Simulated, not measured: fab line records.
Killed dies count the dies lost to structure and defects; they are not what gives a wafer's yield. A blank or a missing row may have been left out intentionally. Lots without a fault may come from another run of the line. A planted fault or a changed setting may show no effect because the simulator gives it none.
fab line records	flow sky130
[record] lots = 11	wafers = 33	last_day = 50
route steps=708 shown CAP2M@606 METAL5@665 PAD_OPEN@697
lots that met no fault: from a run of the same line without faults
start_h: the number of hours between the record's first day and the start of the first shown wafer of the lot	wait_h: hours since the lot's step before	" unchanged from the row above	L1.1+2: a single row standing in for several wafers	- value missing, or start not given	* or withheld: withheld	< > ~ a bound
route shown NAME@n: NAME is a module with steps in the file, n the number in the route of the first one	usual: mean and standard deviation over wafers with no fault	same: alike in all rows	chamber/n: place in a boat	sites: readings site by site	_std_site: the values' standard deviation	_edge_site: outer sites' mean less inner sites'	radius_mm: how far each site lies from the wafer's centre	mask NAME#n: copy n	behind: tool/chamber where the wafer was last shaped	hold: why the lot went on hold/how many hours it stayed there/how the hold came to an end	device: the transistor (n, p or np) that didn't switch	end of line: the same wafers' tests at the end of the route	for a step that has no rows: nothing shown but its recipe	killed: not the wafer's yield, but the dies lost to structure and defects at the first sort	map: the dies of a wafer, with x for killed, . for not killed, _ for no die there
set.NAME: the setting the step ran with; set.NAME@STEP: the setting that earlier step ran with	model.NAME: the simulator's own value behind a step, which no gauge read
route steps across a sampled set of lots; one table per step, one row per wafer
services: a tool's chamber out of use, with start hour (start_h, from the record's first day; less than 0 if before it), hours out, and reason
[[steps]]
[step SKY_CAP2M_RS_MEAS_03]
[recipe] thk_meas_gauge = four-point-probe	reads = TiN_of_CAP2M_SPUTTER_02
[usual] CAP2M_TIN_RS = 6.91/0.079
lot.wafer	tool	chamber	start_h	wait_h	CAP2M_TIN_RS[ohm/sq]
L657.2	film_metro-03	-	921.91	0.1	6.98
L657.3	"	-	"	"	6.92
L657.6	"	-	"	"	6.98
L661.3	film_metro-02	-	980.06	0.1	6.93
L661.4	"	-	"	"	6.97
L661.6	"	-	"	"	6.88
L665.3	film_metro-01	-	988.33	0.1	6.97
L665.5	"	-	"	"	6.92
L665.6	"	-	"	"	6.87
L666.1	film_metro-02	-	995.88	0.1	7.01
L666.3	"	-	"	"	6.98
L666.5	"	-	"	"	7.01
L667.1	film_metro-01	-	1009.29	0.1	6.94
L667.3	"	-	"	"	6.84
L667.5	"	-	"	"	6.77
L669.1	film_metro-03	-	1016.01	0.1	7.02
L669.3	"	-	"	"	7.01
L669.6	"	-	"	"	6.98
L668.1	film_metro-03	-	1016.69	0.1	6.74
L668.2	"	-	"	"	6.71
L668.4	"	-	"	"	6.73
L674.2	film_metro-03	-	1055.78	0.1	6.88
L674.3	"	-	"	"	6.96
L674.5	"	-	"	"	6.92
L675.2	film_metro-03	-	1059.34	0.1	6.84
L675.4	"	-	"	"	6.77
L675.5	"	-	"	"	6.80
L678.1	film_metro-01	-	1072.99	0.1	6.81
L678.5	"	-	"	"	6.82
L678.6	"	-	"	"	6.83
L680.1	film_metro-02	-	1097.04	0.1	6.92
L680.4	"	-	"	"	6.97
L680.5	"	-	"	"	6.96
[step SKY_METAL5_SPUTTER_04]
[recipe] material = TiN	target_thk_nm = 70	power_w = 6500	time_s = 58.3	chamber_pressure_pa = 0.4
[usual] cathode_dc_power_W = 6499.9/1.3	chamber_pressure_pa = 0.4001/0.00071	throttle_valve_pct = 30.7/1.3
lot.wafer	tool	chamber	start_h	wait_h	cathode_dc_power_W	chamber_pressure_pa	throttle_valve_pct
L657.2	pvd_sputter-02	-	997.89	0.0	6501.9	0.4007	30.1
L657.3	"	-	"	"	6500.6	0.3996	28.3
L657.6	"	-	"	"	6499.0	0.3993	31.7
L661.3	pvd_sputter-03	-	1052.68	0.0	6500.9	0.3998	31.5
L661.4	"	-	"	"	6501.7	0.3996	31.1
L661.6	"	-	"	"	6497.8	0.4007	30.7
L665.3	pvd_sputter-04	-	1060.70	0.0	6501.3	0.4004	29.4
L665.5	"	-	"	"	6500.1	0.4007	29.3
L665.6	"	-	"	"	6500.7	0.4004	30.9
L666.1	pvd_sputter-02	-	1066.86	0.0	6499.4	0.4002	31.1
L666.3	"	-	"	"	6498.1	0.4008	27.9
L666.5	"	-	"	"	6497.1	0.4004	31.1
L667.1	pvd_sputter-03	-	1078.95	0.0	6499.3	0.4004	31.1
L667.3	"	-	"	"	6499.6	0.3996	33.2
L667.5	"	-	"	"	6500.9	0.4007	33.0
L669.1	pvd_sputter-02	-	1094.11	0.0	6499.5	0.4005	28.5
L669.3	"	-	"	"	6501.1	0.4004	31.4
L669.6	"	-	"	"	6497.5	0.4005	31.4
L668.1	pvd_sputter-03	-	1094.41	0.0	6499.4	0.3983	31.0
L668.2	"	-	"	"	6497.8	0.4001	29.6
L668.4	"	-	"	"	6497.8	0.4007	31.6
L674.2	pvd_sputter-02	-	1122.37	0.0	6499.9	0.3994	31.5
L674.3	"	-	"	"	6498.7	0.3996	28.1
L674.5	"	-	"	"	6500.0	0.4006	31.8
L675.2	pvd_sputter-02	-	1123.73	0.0	6500.5	0.4003	31.3
L675.4	"	-	"	"	6501.1	0.3988	28.1
L675.5	"	-	"	"	6499.0	0.4003	31.1
L678.1	pvd_sputter-03	-	1129.83	0.0	6499.8	0.3991	33.0
L678.5	"	-	"	"	6500.4	0.3998	31.0
L678.6	"	-	"	"	6499.8	0.3999	33.1
L680.1	pvd_sputter-02	-	1157.57	0.0	6499.1	0.4014	31.8
L680.4	"	-	"	"	6500.8	0.4010	31.4
L680.5	"	-	"	"	6500.4	0.3990	30.1
[step SKY_PAD_OPEN_SOFTBAKE_03]
[recipe] temp_c = 110	time_s = withheld
[usual] heater_power_total_W = 65.32/0.14	plate_temp_C = 109.99/0.13
lot.wafer	tool	chamber	start_h	wait_h	heater_power_total_W	plate_temp_C
L657.2	litho_track-03	0	1055.67	0.1	65.26	110.15
L657.3	"	0	"	"	65.22	110.11
L657.6	"	0	"	"	65.21	109.99
L661.3	litho_track-02	0	1100.13	0.1	65.31	109.81
L661.4	"	0	"	"	65.25	110.04
L661.6	"	0	"	"	65.15	109.65
L665.3	litho_track-04	0	1105.23	0.1	65.37	109.93
L665.5	"	0	"	"	65.09	109.95
L665.6	"	0	"	"	65.32	109.75
L666.1	litho_track-04	0	1115.12	0.1	65.53	109.93
L666.3	"	0	"	"	65.49	110.10
L666.5	"	0	"	"	65.28	109.91
L667.1	litho_track-02	0	1125.07	0.1	65.35	109.83
L667.3	"	0	"	"	65.16	109.93
L667.5	"	0	"	"	65.20	109.90
L669.1	litho_track-03	0	1139.39	0.1	65.57	109.98
L669.3	"	0	"	"	65.45	109.80
L669.6	"	0	"	"	65.25	109.88
L668.1	litho_track-02	0	1139.72	0.1	65.48	110.22
L668.2	"	0	"	"	65.07	110.13
L668.4	"	0	"	"	65.12	110.19
L674.2	litho_track-02	0	1168.25	0.1	69.79	115.52
L674.3	"	0	"	"	69.93	115.35
L674.5	"	0	"	"	69.85	115.47
L675.2	litho_track-02	0	1170.30	0.1	69.89	115.59
L675.4	"	0	"	"	69.91	115.71
L675.5	"	0	"	"	69.86	115.67
L678.1	litho_track-02	0	1175.97	0.1	69.72	115.88
L678.5	"	0	"	"	69.76	115.84
L678.6	"	0	"	"	69.71	115.70
L680.1	litho_track-04	0	1198.27	0.1	65.31	110.07
L680.4	"	0	"	"	65.11	110.10
L680.5	"	0	"	"	65.57	110.11
[step SKY_PAD_OPEN_STRIP_08]
[recipe] chemistry = O2/N2	power_w = 1400	pressure_mtorr = 1500	platen_temp_c = withheld	overash_fraction = 0.7	o2_flow_sccm = 3000	n2_flow_sccm = 300
[usual] drypump_motor_current_A = 5.8/0.48	o2_flow_sccm = 3000/9.2	oes_product_au = 0.662/0.0048	strip_time_to_endpoint_s = 36.66/0.1
lot.wafer	tool	chamber	start_h	wait_h	drypump_motor_current_A	o2_flow_sccm	oes_product_au	rf_hours_counter_h	strip_time_to_endpoint_s
L657.2	plasma_asher-04	0	1066.67	0.1	5.1	2993	0.659	95	36.73
L657.3	"	1	"	"	5.6	2994	0.668	-	36.75
L657.6	"	0	"	"	5.1	2996	0.657	-	36.77
L661.3	plasma_asher-03	0	1109.15	0.1	5.5	2999	0.671	-	36.45
L661.4	"	1	"	"	6.4	2995	0.662	-	36.48
L661.6	"	0	"	"	5.4	2998	0.655	-	36.55
L665.3	plasma_asher-02	1	1116.46	0.1	6.2	2988	0.662	-	36.75
L665.5	"	0	"	"	6.1	3008	0.662	-	36.73
L665.6	"	1	"	"	6.2	2992	0.660	-	36.66
L666.1	plasma_asher-02	1	1124.72	0.1	6.3	3000	0.660	4	36.67
L666.3	"	0	"	"	6.1	2983	0.659	-	36.68
L666.5	"	1	"	"	6.3	3006	0.666	-	36.66
L667.1	plasma_asher-03	1	1134.42	0.1	6.4	3018	0.666	38	36.50
L667.3	"	1	"	"	6.4	2994	0.656	-	36.48
L667.5	"	1	"	"	6.4	2986	0.665	-	36.50
L669.1	plasma_asher-03	0	1148.32	0.1	5.4	2991	0.664	40	36.64
L669.3	"	0	"	"	5.5	2998	0.651	-	36.70
L669.6	"	0	"	"	5.5	3004	0.654	-	36.65
L668.1	plasma_asher-03	0	1149.52	0.1	5.4	2995	0.658	40	36.52
L668.2	"	1	"	"	6.4	2993	0.666	40	36.56
L668.4	"	1	"	"	6.5	3001	0.660	-	36.49
L674.2	plasma_asher-04	0	1177.62	0.1	5.1	2994	0.656	106	36.25
L674.3	"	1	"	"	5.6	3003	0.661	-	36.38
L674.5	"	0	"	"	5.1	3007	0.667	-	36.34
L675.2	plasma_asher-02	1	1179.13	0.1	6.2	3014	0.666	9	36.23
L675.4	"	0	"	"	6.1	2988	0.668	-	36.19
L675.5	"	1	"	"	6.2	2995	0.662	-	36.18
L678.1	plasma_asher-02	1	1184.42	0.1	6.3	2993	0.666	10	36.25
L678.5	"	1	"	"	6.2	2996	0.660	-	36.28
L678.6	"	0	"	"	6.1	2989	0.666	-	36.28
L680.1	plasma_asher-04	0	1205.74	0.1	5.1	2988	0.665	109	36.74
L680.4	"	1	"	"	5.6	3013	0.665	-	36.71
L680.5	"	0	"	"	5.1	2993	0.656	-	36.64
[step SKY_PAD_OPEN_BOW_MEAS_13]
[recipe] mode = bow
[usual] PAD_OPEN_BOW = 42/9.7
lot.wafer	tool	chamber	start_h	wait_h	PAD_OPEN_BOW[um]
L657.2	film_metro-03	-	1068.78	-	34
L657.3	"	-	"	"	37
L657.6	"	-	"	"	44
L661.3	film_metro-03	-	1111.25	-	41
L661.4	"	-	"	"	45
L661.6	"	-	"	"	55
L665.3	film_metro-01	-	1118.91	-	43
L665.5	"	-	"	"	35
L665.6	"	-	"	"	44
L666.1	film_metro-01	-	1126.84	-	34
L666.3	"	-	"	"	40
L666.5	"	-	"	"	47
L667.1	film_metro-01	-	1136.51	-	55
L667.3	"	-	"	"	53
L667.5	"	-	"	"	51
L669.1	film_metro-02	-	1150.41	-	41
L669.3	"	-	"	"	48
L669.6	"	-	"	"	44
L668.1	film_metro-02	-	1151.62	-	24
L668.2	"	-	"	"	33
L668.4	"	-	"	"	31
L674.2	film_metro-03	-	1179.73	-	27
L674.3	"	-	"	"	26
L674.5	"	-	"	"	22
L675.2	film_metro-01	-	1181.24	-	45
L675.4	"	-	"	"	53
L675.5	"	-	"	"	33
L678.1	film_metro-03	-	1186.89	-	51
L678.5	"	-	"	"	43
L678.6	"	-	"	"	44
L680.1	film_metro-03	-	1207.84	-	38
L680.4	"	-	"	"	40
L680.5	"	-	"	"	57
[step SKY_PAD_OPEN_PROBE_99]
[usual] defect_limited_yield = 82.1/1.8	killed_at_M0_to_M3 = 45/6.9	killed_at_M4_up = 3.2/1.8	killed_at_contacts = 25/5.3	killed_at_front_end = 16/4.3	killed_at_other = 0.2/0.52	killed_dies = 88/8.7	killed_on_rim = 18/3.6	killed_open = 48/6.5	killed_short = 40/6	sort_bin_3_pad_short = 0.9/0.4	sort_bin_5_function = 10.8/1.5	sort_bin_6_memory = 6.3/1	sort_n_pass = 404/8.7	sort_yield_pct = 82.1/1.8
[same] gross_dies = 492	killed_at_back_side = 0	sort_bin_4_leakage[%] = 0	sort_bin_8_speed[%] = 0
lot.wafer	tool	chamber	start_h	wait_h	defect_limited_yield[%]	killed_at_M0_to_M3	killed_at_M4_up	killed_at_contacts	killed_at_front_end	killed_at_other	killed_dies	killed_on_rim	killed_open	killed_short	sort_bin_3_pad_short[%]	sort_bin_5_function[%]	sort_bin_6_memory[%]	sort_n_pass	sort_yield_pct[%]
L657.2	prober-01	-	1068.93	0.1	85.2	33	3	24	12	1	73	16	37	36	0.8	7.5	6.5	419	85.2
L657.3	prober-01	-	1068.98	0.2	80.1	54	2	28	14	0	98	12	52	46	1.2	9.1	9.6	394	80.1
L657.6	prober-01	-	1069.13	0.2	82.1	40	7	24	17	0	88	12	42	46	0.6	11.6	5.7	404	82.1
L661.3	prober-01	-	1111.43	0.2	82.9	45	2	25	12	0	84	18	53	31	1.2	10.4	5.5	408	82.9
L661.4	prober-01	-	1111.48	0.2	84.1	42	4	20	12	0	78	18	37	41	0.6	10.6	4.7	414	84.1
L661.6	prober-01	-	1111.58	0.2	81.7	52	3	20	15	0	90	22	35	52	0.4	11.6	6.3	402	81.7
L665.3	prober-01	-	1119.09	0.2	78.0	52	6	27	23	0	108	23	61	47	1.0	13.0	7.9	384	78.0
L665.5	prober-01	-	1119.19	0.2	78.0	52	7	24	25	0	108	18	59	49	1.4	14.0	6.5	384	78.0
L665.6	prober-01	-	1119.24	0.2	80.3	45	4	28	20	0	97	17	59	38	1.0	11.8	6.9	395	80.3
L666.1	prober-02	-	1126.96	0.1	81.7	32	5	35	18	0	90	17	50	40	0.6	11.2	6.5	402	81.7
L666.3	prober-02	-	1127.06	0.2	78.0	50	4	38	16	0	108	18	62	46	1.6	13.8	6.5	384	78.0
L666.5	prober-02	-	1127.16	0.2	81.3	45	6	26	15	0	92	25	53	39	0.8	11.0	6.9	400	81.3
L667.1	prober-01	-	1136.63	0.1	81.7	50	4	27	9	0	90	23	46	44	1.6	10.6	6.1	402	81.7
L667.3	prober-01	-	1136.73	0.2	81.9	45	3	29	12	0	89	19	53	36	1.6	10.6	5.9	403	81.9
L667.5	prober-01	-	1136.83	0.2	81.3	48	6	28	10	0	92	16	51	41	0.4	10.4	7.9	400	81.3
L669.1	prober-02	-	1150.53	0.1	83.5	40	2	24	14	1	81	21	45	36	1.4	8.9	6.1	411	83.5
L669.3	prober-02	-	1150.63	0.2	82.3	43	4	30	10	0	87	14	47	39	1.4	10.0	6.3	405	82.3
L669.6	prober-02	-	1150.78	0.2	83.5	43	0	27	11	0	81	16	47	34	0.4	9.3	6.7	411	83.5
L668.1	prober-01	-	1151.74	0.1	85.8	38	0	12	20	0	70	14	34	35	0.4	8.5	5.3	422	85.8
L668.2	prober-01	-	1151.79	0.1	82.3	46	1	19	21	0	87	17	55	31	0.8	11.0	5.9	405	82.3
L668.4	prober-01	-	1151.89	0.2	84.3	36	1	20	19	1	77	17	38	38	1.0	8.9	5.7	415	84.3
L674.2	prober-02	-	1179.88	0.1	80.1	54	2	30	12	0	98	15	53	45	1.0	11.4	7.5	394	80.1
L674.3	prober-02	-	1179.93	0.2	83.3	35	1	29	16	1	82	18	40	42	1.2	10.6	4.9	410	83.3
L674.5	prober-02	-	1180.03	0.2	81.5	48	3	26	14	0	91	19	57	34	0.8	12.8	4.9	401	81.5
L675.2	prober-01	-	1181.39	0.1	83.3	52	5	16	9	0	82	19	34	47	1.2	10.0	5.5	410	83.3
L675.4	prober-01	-	1181.49	0.2	81.3	48	2	27	14	1	92	15	44	47	1.2	11.0	6.5	400	81.3
L675.5	prober-01	-	1181.54	0.2	82.9	40	5	21	17	1	84	20	46	38	0.2	10.8	6.1	408	82.9
L678.1	prober-02	-	1187.01	0.1	86.0	29	4	24	12	0	69	12	45	24	0.4	8.3	5.3	423	86.0
L678.5	prober-02	-	1187.21	0.2	83.5	44	2	23	12	0	81	20	46	35	1.0	10.6	4.9	411	83.5
L678.6	prober-02	-	1187.26	0.2	82.3	42	3	26	16	0	87	15	48	39	1.2	10.0	6.5	405	82.3
L680.1	prober-01	-	1207.96	0.1	82.3	44	2	24	17	0	87	17	51	36	0.6	11.2	5.9	405	82.3
L680.4	prober-01	-	1208.11	0.2	84.1	38	2	22	15	1	78	18	45	33	0.4	11.0	4.5	414	84.1
L680.5	prober-01	-	1208.16	0.2	80.3	47	5	21	24	0	97	23	60	36	1.2	10.8	7.7	395	80.3
// killed by level:class
L657.2 CONTACT:geometric_particle:open=9 VIA2:geometric_particle:open=8 VIA1:geometric_particle:short=6 VIA1:geometric_particle:open=6 LI_CONTACT:geometric_particle:open=5 POLY_GATE:geometric_particle:short=4 CONTACT:geometric_particle:short=4 VIA3:geometric_particle:open=4
L657.3 VIA1:geometric_particle:open=14 VIA2:geometric_particle:open=12 LOCAL_INTERCONNECT:geometric_particle:short=6 VIA2:geometric_particle:short=6 CONTACT:geometric_particle:short=5 CONTACT:geometric_particle:open=5 METAL1:geometric_particle:short=5 VIA1:geometric_particle:short=5
L657.6 CONTACT:geometric_particle:open=8 VIA1:geometric_particle:short=7 LI_CONTACT:geometric_particle:open=6 VIA2:geometric_particle:short=6 VIA2:geometric_particle:open=6 VIA3:geometric_particle:open=5 POLY_GATE:geometric_particle:short=5 POLY_GATE:geometric_particle:open=5
L661.3 CONTACT:geometric_particle:open=13 VIA1:geometric_particle:open=9 LI_CONTACT:geometric_particle:open=8 VIA3:geometric_particle:open=7 FIELD_ISO:geometric_particle:short=6 VIA2:geometric_particle:open=6 METAL2:geometric_particle:short=5 METAL1:geometric_particle:short=4
L661.4 CONTACT:geometric_particle:open=8 VIA1:geometric_particle:open=7 VIA2:geometric_particle:open=6 CONTACT:geometric_particle:short=5 VIA2:geometric_particle:short=5 METAL1:geometric_particle:short=4 METAL2:geometric_particle:short=4 METAL3:geometric_particle:short=4
L661.6 VIA2:geometric_particle:open=10 METAL1:geometric_particle:short=10 VIA1:geometric_particle:open=8 LOCAL_INTERCONNECT:geometric_particle:short=6 METAL3:geometric_particle:short=6 LI_CONTACT:geometric_particle:short=5 VIA1:geometric_particle:short=5 METAL2:geometric_particle:short=5
L665.3 VIA1:geometric_particle:open=17 LI_CONTACT:geometric_particle:open=10 FIELD_ISO:geometric_particle:open=8 METAL1:geometric_particle:short=8 CONTACT:geometric_particle:open=7 CONTACT:geometric_particle:short=7 VIA2:geometric_particle:open=6 VIA2:geometric_particle:short=5
L665.5 VIA1:geometric_particle:open=11 LI_CONTACT:geometric_particle:open=11 VIA3:geometric_particle:open=7 FIELD_ISO:geometric_particle:open=6 FIELD_ISO:geometric_particle:short=6 POLY_GATE:geometric_particle:short=6 METAL2:geometric_particle:open=6 METAL1:geometric_particle:short=5
L665.6 LI_CONTACT:geometric_particle:open=12 VIA2:geometric_particle:open=10 FIELD_ISO:geometric_particle:open=9 CONTACT:geometric_particle:open=7 VIA1:geometric_particle:open=7 METAL1:geometric_particle:short=6 FIELD_ISO:geometric_particle:short=5 VIA3:geometric_particle:open=5
L666.1 LI_CONTACT:geometric_particle:open=12 VIA1:geometric_particle:open=10 CONTACT:geometric_particle:open=9 FIELD_ISO:geometric_particle:short=7 LOCAL_INTERCONNECT:geometric_particle:short=6 VIA1:geometric_particle:short=5 METAL4:geometric_particle:short=4 VIA2:geometric_particle:open=4
L666.3 VIA1:geometric_particle:open=15 CONTACT:geometric_particle:open=13 LI_CONTACT:geometric_particle:open=9 CONTACT:geometric_particle:short=7 VIA3:geometric_particle:open=6 VIA2:geometric_particle:open=6 METAL1:geometric_particle:short=5 METAL2:geometric_particle:short=5
L666.5 VIA1:geometric_particle:open=13 CONTACT:geometric_particle:open=7 VIA3:geometric_particle:open=7 LI_CONTACT:geometric_particle:open=6 METAL2:geometric_particle:short=6 POLY_GATE:geometric_particle:open=5 CONTACT:geometric_particle:short=5 METAL4:geometric_particle:short=5
L667.1 VIA1:geometric_particle:open=14 LI_CONTACT:geometric_particle:open=7 CONTACT:geometric_particle:open=7 METAL2:geometric_particle:short=7 VIA1:geometric_particle:short=6 VIA2:geometric_particle:open=6 LOCAL_INTERCONNECT:geometric_particle:short=5 POLY_GATE:geometric_particle:short=4
L667.3 METAL2:geometric_particle:short=11 LI_CONTACT:geometric_particle:open=10 CONTACT:geometric_particle:open=8 VIA2:geometric_particle:open=7 METAL1:geometric_particle:open=6 LOCAL_INTERCONNECT:geometric_particle:short=5 VIA3:geometric_particle:open=5 VIA1:geometric_particle:open=5
L667.5 VIA1:geometric_particle:open=13 LI_CONTACT:geometric_particle:open=9 METAL1:geometric_particle:short=7 VIA1:geometric_particle:short=7 CONTACT:geometric_particle:open=6 VIA2:geometric_particle:open=6 METAL4:geometric_particle:short=4 LI_CONTACT:geometric_particle:short=4
L669.1 VIA1:geometric_particle:open=11 LI_CONTACT:geometric_particle:open=8 CONTACT:geometric_particle:open=7 VIA3:geometric_particle:open=6 METAL1:geometric_particle:short=5 VIA1:geometric_particle:short=5 POLY_GATE:geometric_particle:open=4 LOCAL_INTERCONNECT:geometric_particle:short=4
L669.3 LI_CONTACT:geometric_particle:open=11 CONTACT:geometric_particle:open=8 METAL1:geometric_particle:short=8 VIA1:geometric_particle:open=6 VIA3:geometric_particle:open=6 VIA1:geometric_particle:short=5 VIA2:geometric_particle:open=5 VIA3:geometric_particle:short=5
L669.6 LI_CONTACT:geometric_particle:open=12 VIA1:geometric_particle:open=11 VIA3:geometric_particle:open=7 VIA1:geometric_particle:short=5 VIA2:geometric_particle:open=5 FIELD_ISO:geometric_particle:short=4 LI_CONTACT:geometric_particle:short=4 CONTACT:geometric_particle:short=4
L668.1 METAL2:geometric_particle:short=8 VIA3:geometric_particle:open=8 POLY_GATE:geometric_particle:short=6 POLY_GATE:geometric_particle:open=5 LI_CONTACT:geometric_particle:open=5 VIA1:geometric_particle:open=5 METAL1:geometric_particle:short=4 FIELD_ISO:geometric_particle:short=3
L668.2 VIA1:geometric_particle:open=12 VIA3:geometric_particle:open=11 LI_CONTACT:geometric_particle:open=6 CONTACT:geometric_particle:open=6 VIA2:geometric_particle:open=6 FIELD_ISO:geometric_particle:open=5 SPACER:geometric_particle:short=4 METAL1:geometric_particle:short=4
L668.4 METAL1:geometric_particle:short=10 LI_CONTACT:geometric_particle:open=9 VIA1:geometric_particle:short=6 VIA1:geometric_particle:open=6 FIELD_ISO:geometric_particle:open=5 POLY_GATE:geometric_particle:short=4 CONTACT:geometric_particle:open=4 POLY_GATE:geometric_particle:open=3
L674.2 VIA1:geometric_particle:open=13 VIA2:geometric_particle:open=10 CONTACT:geometric_particle:open=10 METAL2:geometric_particle:short=8 CONTACT:geometric_particle:short=7 POLY_GATE:geometric_particle:short=6 LI_CONTACT:geometric_particle:open=6 LOCAL_INTERCONNECT:geometric_particle:short=5
L674.3 CONTACT:geometric_particle:open=11 METAL2:geometric_particle:short=8 LI_CONTACT:geometric_particle:short=7 VIA1:geometric_particle:open=7 FIELD_ISO:geometric_particle:short=6 LI_CONTACT:geometric_particle:open=5 FIELD_ISO:geometric_particle:open=3 POLY_GATE:geometric_particle:open=3
L674.5 CONTACT:geometric_particle:open=13 VIA3:geometric_particle:open=10 LI_CONTACT:geometric_particle:open=8 VIA1:geometric_particle:open=8 VIA2:geometric_particle:open=8 METAL1:geometric_particle:short=6 METAL2:geometric_particle:short=5 POLY_GATE:geometric_particle:short=4
L675.2 METAL2:geometric_particle:short=11 VIA1:geometric_particle:open=8 CONTACT:geometric_particle:short=5 LI_CONTACT:geometric_particle:open=5 VIA3:geometric_particle:open=5 VIA1:geometric_particle:short=5 VIA2:geometric_particle:open=5 METAL1:geometric_particle:short=4
L675.4 VIA1:geometric_particle:open=12 CONTACT:geometric_particle:open=11 CONTACT:geometric_particle:short=6 VIA3:geometric_particle:open=6 METAL1:geometric_particle:short=6 METAL3:geometric_particle:short=6 FIELD_ISO:geometric_particle:short=4 POLY_GATE:geometric_particle:short=4
L675.5 VIA1:geometric_particle:open=9 VIA3:geometric_particle:open=6 CONTACT:geometric_particle:open=6 LI_CONTACT:geometric_particle:open=5 METAL2:geometric_particle:short=5 FIELD_ISO:geometric_particle:open=4 FIELD_ISO:geometric_particle:short=4 METAL4:geometric_particle:short=4
L678.1 CONTACT:geometric_particle:open=12 VIA1:geometric_particle:open=8 LI_CONTACT:geometric_particle:open=5 VIA3:geometric_particle:open=5 FIELD_ISO:geometric_particle:open=4 CONTACT:geometric_particle:short=4 METAL1:geometric_particle:short=3 POLY_GATE:geometric_particle:open=3
L678.5 VIA1:geometric_particle:open=14 METAL1:geometric_particle:short=6 LI_CONTACT:geometric_particle:open=6 LOCAL_INTERCONNECT:geometric_particle:short=6 CONTACT:geometric_particle:open=6 VIA3:geometric_particle:open=6 VIA1:geometric_particle:short=5 METAL2:geometric_particle:short=5
L678.6 CONTACT:geometric_particle:open=10 VIA3:geometric_particle:open=10 VIA2:geometric_particle:open=7 LI_CONTACT:geometric_particle:open=7 POLY_GATE:geometric_particle:short=5 VIA1:geometric_particle:open=5 METAL2:geometric_particle:short=5 FIELD_ISO:geometric_particle:short=4
L680.1 VIA1:geometric_particle:open=11 FIELD_ISO:geometric_particle:open=7 VIA2:geometric_particle:open=7 LOCAL_INTERCONNECT:geometric_particle:short=7 LI_CONTACT:geometric_particle:open=6 METAL2:geometric_particle:short=6 POLY_GATE:geometric_particle:open=5 CONTACT:geometric_particle:open=5
L680.4 CONTACT:geometric_particle:open=13 VIA1:geometric_particle:open=9 VIA3:geometric_particle:open=9 METAL2:geometric_particle:short=6 POLY_GATE:geometric_particle:short=5 VIA1:geometric_particle:short=5 METAL3:geometric_particle:short=4 FIELD_ISO:geometric_particle:open=3
L680.5 VIA1:geometric_particle:open=13 VIA2:geometric_particle:open=9 CONTACT:geometric_particle:open=8 FIELD_ISO:geometric_particle:short=7 LI_CONTACT:geometric_particle:open=7 FIELD_ISO:geometric_particle:open=6 METAL1:geometric_particle:short=6 CONTACT:geometric_particle:short=5
[[services]]
tool	chamber	start_h	hours	kind
pvd_sputter-04	-	977.28	4.2	repair
pvd_sputter-03	0	982.73	-	consumable_replace:kit
pvd_sputter-03	0	982.73	18.0	scheduled_down
pvd_sputter-03	0	982.73	18.0	vent_cycle
pvd_sputter-04	-	983.30	3.3	repair
pvd_sputter-02	2	1028.48	-	consumable_replace:kit
pvd_sputter-02	2	1028.48	18.0	scheduled_down
pvd_sputter-02	2	1028.48	18.0	vent_cycle
pvd_sputter-02	-	1055.21	8.0	repair
plasma_asher-02	-	1055.31	9.0	pm
plasma_asher-02	0	1055.31	9.0	vent_cycle
plasma_asher-02	1	1055.31	9.0	vent_cycle
plasma_asher-02	0	1064.31	-	clean
plasma_asher-02	1	1064.31	-	clean
plasma_asher-02	-	1073.01	15.6	pm
pvd_sputter-04	-	1085.88	4.8	repair
pvd_sputter-03	-	1101.11	1.1	repair
pvd_sputter-03	3	1125.30	-	consumable_replace:kit
pvd_sputter-02	1	1154.25	-	consumable_replace:kit
pvd_sputter-02	1	1154.25	18.0	scheduled_down
pvd_sputter-02	1	1154.25	18.0	vent_cycle
pvd_sputter-02	-	1157.80	1.6	repair
pvd_sputter-03	-	1179.77	4.3	repair
pvd_sputter-02	-	1195.98	5.9	repair
[[key]]
[first_sign] step = SKY_PAD_OPEN_SOFTBAKE_03	reading = plate_temp_C	direction = up	sigmas = 43	usual = *	struck = *
[effect] step = SKY_PAD_OPEN_SOFTBAKE_03	reading = heater_power_total_W	direction = up	sigmas = 33	usual = *	struck = *
[effect] step = SKY_PAD_OPEN_STRIP_08	reading = strip_time_to_endpoint_s	direction = down	sigmas = 4	usual = *	struck = *
met_at SKY_PAD_OPEN_SOFTBAKE_03
struck_lots L674,L675,L678
not_acting_at SKY_CAP2M_RS_MEAS_03,SKY_METAL5_SPUTTER_04,SKY_PAD_OPEN_BOW_MEAS_13
onset_between 1139.72 1168.25
[fault] kind = process_parameter_drift	tool = litho_track-02	chamber = -	onset_h = 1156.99	steps = SKY_PAD_OPEN_SOFTBAKE_03	channel = temp_c	offset = *	shape = step	end_h = 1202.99	acts_in = *	stated = *
